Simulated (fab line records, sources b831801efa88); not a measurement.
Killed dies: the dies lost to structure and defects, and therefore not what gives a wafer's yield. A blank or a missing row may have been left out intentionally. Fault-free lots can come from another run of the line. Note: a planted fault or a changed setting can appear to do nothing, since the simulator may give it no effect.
Code-filled problem report in 8D (eight disciplines) form -- flow sky130 -- the parts of the form that need people (team, actions taken, sign-off) are left out

== 1. WHAT WENT WRONG ==
Wafers without a fault read 4000.1 W, standard deviation 0.69; cathode dc power W at SKY_VIA3_SPUTTER_20 reads a mean of 4110.1 W on 6 wafers belonging to 2 lots. That is +99 or more standard deviations from the usual mean.
The step: material TiN, target thk 20 nm, time 80 s.
First seen on wafer L445.1, day 44 10:00, on pvd sputter-03. Wafers with a number at this step in the record: 18, from 6 lots. Rule for "out" (also "out of limits"): further than 4 standard deviations from the usual mean. The rest of the wafers with a number are treated as sound.

== 2. WHAT IT IS, AND WHAT IT ISN'T ==
question,is,is not
which readings at this step,cathode dc power W,-
which lots,"L445, L446","L431, L433, L444, L449"
which wafers of those lots,all that have a number,-
read on which tools,pvd sputter-03,pvd sputter-01
when,from day 44 10:00,up to then (9 sound wafers); but 3 sound wafers of L449 came after

== 3. WHAT RULES OUT EACH SUSPECT ==
Counting: a tool stays on the suspect list if, at a process step up to the reading, it processed all lots that are out and no sound lot following the first of them.
- litho track-02 at SKY_VIA3_SOFTBAKE_08 (time 93.54 s): kept. Every lot that is out went through it, starting with L445 (day 44 09:05), and after that it ran no sound lot; the last sound lot it ran before then is L433 (day 40 12:37). SKY_VIA3_SOFTBAKE_08 gives no start for some lots, so the hours and the order of its lots are those of SKY_VIA3_CD_MEAS_12.
- rie diel-03 at SKY_VIA3_ETCH_14 (etches BARC in N2/H2, stops on SiO2, time 45.9 s, target depth 60 nm): kept. It ran every lot that is out, first L445 (day 44 09:14), and no sound lot after that.
- rie diel-03 at SKY_VIA3_ETCH_15 (etches SiO2 in C4F8/O2/Ar, stops on TiN, target depth 507 nm, time 78 s): kept. It ran every lot that is out, first L445 (day 44 09:17), and no sound lot after that.
- pvd sputter-03 at SKY_VIA3_SPUTTER_20 (material TiN, target thk 20 nm, time 80 s): kept. Every lot that is out went through it, starting with L445 (day 44 10:00), and after that it ran no sound lot; the last sound lot it ran before then is L433 (day 40 13:46). Its own cathode dc power W readings are out on those wafers.
Left after counting: litho track-02 at SKY_VIA3_SOFTBAKE_08, rie diel-03 at SKY_VIA3_ETCH_14, rie diel-03 at SKY_VIA3_ETCH_15, pvd sputter-03 at SKY_VIA3_SPUTTER_20.

== 4. THE CAUSE (what the simulator had put in) ==
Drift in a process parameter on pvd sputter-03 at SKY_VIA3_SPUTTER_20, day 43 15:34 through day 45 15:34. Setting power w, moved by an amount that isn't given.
Of the 4 suspects that counting leaves, this tool is one.

== 5. SEQUENCE OF EFFECTS, ordered by route ==
Each row: a reading whose mean over the struck wafers that have a number lies more than 3 standard deviations from the usual. Readings are gone through only where the record gives a usual standard deviation; hours: the median, over the lots, of the time from a lot's start at the first step in this table giving one to that lot's start at this step; sigmas: the change measured in usual standard deviations.
hours,step,reading,usual,on struck wafers,change,sigmas
0,SKY_VIA3_SPUTTER_20,cathode dc power W,4000.1 W,4110.1,+110.0,+99 or more
Its process steps:
- SKY_VIA3_SPUTTER_20: material TiN, target thk 20 nm, time 80 s.

== 6. WHAT WOULD HAVE CAUGHT IT SOONER ==
18 hours passed between the start of the fault at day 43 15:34 and the first reading out of limits in this record, taken at day 44 10:00.
